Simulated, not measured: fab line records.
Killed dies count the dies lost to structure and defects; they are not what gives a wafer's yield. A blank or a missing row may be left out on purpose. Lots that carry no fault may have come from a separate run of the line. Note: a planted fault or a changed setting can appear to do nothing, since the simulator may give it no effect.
The tool behind it: which one? | flow sky130 | 18 wafers from 6 lots sampled at 2 of the route's 708 steps

== WHAT THE GAUGES READ, wafer by wafer ==
SKY_LDD_HVP_OVL_MEAS_07.
lot  | measured     | on         | LDD_HVP_OVL (nm)
L891 | day 22 06:23 | overlay-01 | 0.0 -1.4 -1.1
L894 | day 23 14:27 | overlay-02 | -2.4 0.5 0.6
L897 | day 24 16:50 | overlay-01 | -1.2 -1.4 -1.3
L902 | day 26 10:17 | overlay-01 | -1.4 0.9 1.6
L909 | day 28 21:50 | overlay-02 | -1.1 -0.5 -0.8
L911 | day 29 18:20 | overlay-02 | 0.8 -2.7 -0.7

== EACH LOT AND THE TOOL THAT RAN IT (in order: tool; ch and the chambers of the sampled wafers; start) ==
lot  | SKY_SONOS_ONO_ETCH_15
L891 | rie diel-02 ch 0,1,2, day 13 07:25
L894 | rie diel-01 ch 0,1, day 14 08:29
L897 | rie diel-04 ch 0,3, day 15 09:11
L902 | rie diel-01 ch 0,1,3, day 17 04:02
L909 | rie diel-04 ch 0,2, day 19 20:59
L911 | rie diel-04 ch 0,1,3, day 20 07:18
- SKY_SONOS_ONO_ETCH_15: etches the open film in CHF3/O2, target depth 19.52 nm, time 8.167 s.

== THE ANSWER, worked out from the rows above alone ==
Rule: the lots themselves supply what counts as usual. Put in order of their means at a reading, lots are off if they are a third of the lots or fewer, leave a main group of 4 or more, and stand apart from it by a gap of 3 or more times the standard deviation of the main group's means; of several such gaps the widest counts. A main group is skipped when, at the precision printed for the reading in the tables above, its means are all equal. A lot without any number at a reading at which 4 lots or more have one is off too. Any other lot the step has rows for is counted as sound.
Nothing can be told from this: no lot is off at any reading shown.

== WHAT THE SIMULATOR PUT IN ==
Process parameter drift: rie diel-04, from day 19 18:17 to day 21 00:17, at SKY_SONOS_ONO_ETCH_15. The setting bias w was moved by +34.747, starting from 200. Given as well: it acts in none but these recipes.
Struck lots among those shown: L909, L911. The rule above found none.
